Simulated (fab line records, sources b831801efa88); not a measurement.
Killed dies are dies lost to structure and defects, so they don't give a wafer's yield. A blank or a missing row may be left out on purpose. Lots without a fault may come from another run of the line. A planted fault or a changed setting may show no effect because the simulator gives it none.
Problem report in the 8D (eight disciplines) form, filled by code | flow sky130 | the parts of the form that need people (team, actions taken, sign-off) are left out

1. THE PROBLEM
killed_at_front_end at SKY_PAD_OPEN_PROBE_99 reads a mean of 156 on 6 wafers of 2 lots; wafers without a fault read 15 with a standard deviation of 4.2. That is +34 standard deviations from the usual mean.
First seen on wafer L977.1, day 49 08:25, on prober-02. The record holds 38 wafers of 13 lots with a number at this step. Rule for "out", or "out of limits": more than 4 standard deviations from the usual mean. The other wafers with a number count as sound.

2. WHAT IT IS AND WHAT IT IS NOT
question                    | is                                              | is not
which readings at this step | killed_at_front_end, killed_dies, killed_on_rim | killed_at_M4_up, killed_at_other
which lots                  | L977, L980                                      | L963, L964, L966, L967, L969, L970, L973, L974, L976, L985, L986
which wafers of those lots  | all that have a number                          | -
read on which tools         | prober-02                                       | prober-01
when                        | from day 49 08:25                               | up to then (27 sound wafers); but 5 sound wafers of L985, L986 came after

3. SUSPECTS, AND WHAT RULES EACH OUT
Counting: a tool at a process step up to the reading stays a suspect if it ran every lot that is out and no sound lot after the first of them.
- furnace-01 at SKY_GATE_OXIDE_OXIDATION_16 (stabilise 600 s, purge 300 s, target thk 3.57 nm): ruled out as a lasting fault. Sound lots L985, L986 ran on it after its first lot that is out, L977 (day 18 21:38).
- plasma_asher-04 at SKY_PASSIVATION_STRIP_12 (strips in O2/N2): ruled out as a lasting fault. Sound lots L985 ran on it after its first lot that is out, L977 (day 48 09:07).
- prober-02 at SKY_PAD_OPEN_PROBE_99: ruled out as a lasting fault. Sound lots L985 ran on it after its first lot that is out, L977 (day 49 08:25).
Left after counting: nothing in the record.

4. THE CAUSE (what the simulator had put in)
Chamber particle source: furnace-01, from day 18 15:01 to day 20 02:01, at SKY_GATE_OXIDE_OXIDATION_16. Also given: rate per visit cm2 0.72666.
Counting ruled it out, wrongly: the rule takes a fault to strike every lot that its tool runs from its start on, and this one did not.

5. THE CHAIN OF EFFECTS, in route order
Each row: a reading whose mean over the struck wafers that have a number lies more than 3 standard deviations from the usual. Only readings for which the record gives a usual standard deviation are gone through. hours: the time from each lot's start at the first step in this table that gives one to its start at this step, as a median over the lots. sigmas: the change in usual standard deviations.
hours | step                  | reading             | usual | on struck wafers | change | sigmas
0     | SKY_PAD_OPEN_PROBE_99 | killed_at_front_end | 15    | 156              | +141   | +34
0     | SKY_PAD_OPEN_PROBE_99 | killed_dies         | 86    | 212              | +126   | +13
0     | SKY_PAD_OPEN_PROBE_99 | killed_on_rim       | 17    | 42               | +25    | +6.7
The process steps in it:
- SKY_PAD_OPEN_PROBE_99

6. WHAT WOULD HAVE CAUGHT IT SOONER
In this record the first reading out of limits was taken at day 49 08:25, 737 hours after the fault began at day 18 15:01.
Of the tool readings at SKY_GATE_OXIDE_OXIDATION_16 for which the record gives a usual standard deviation, none was out on any struck wafer, so an alarm limit of 4 standard deviations on them would not have fired.
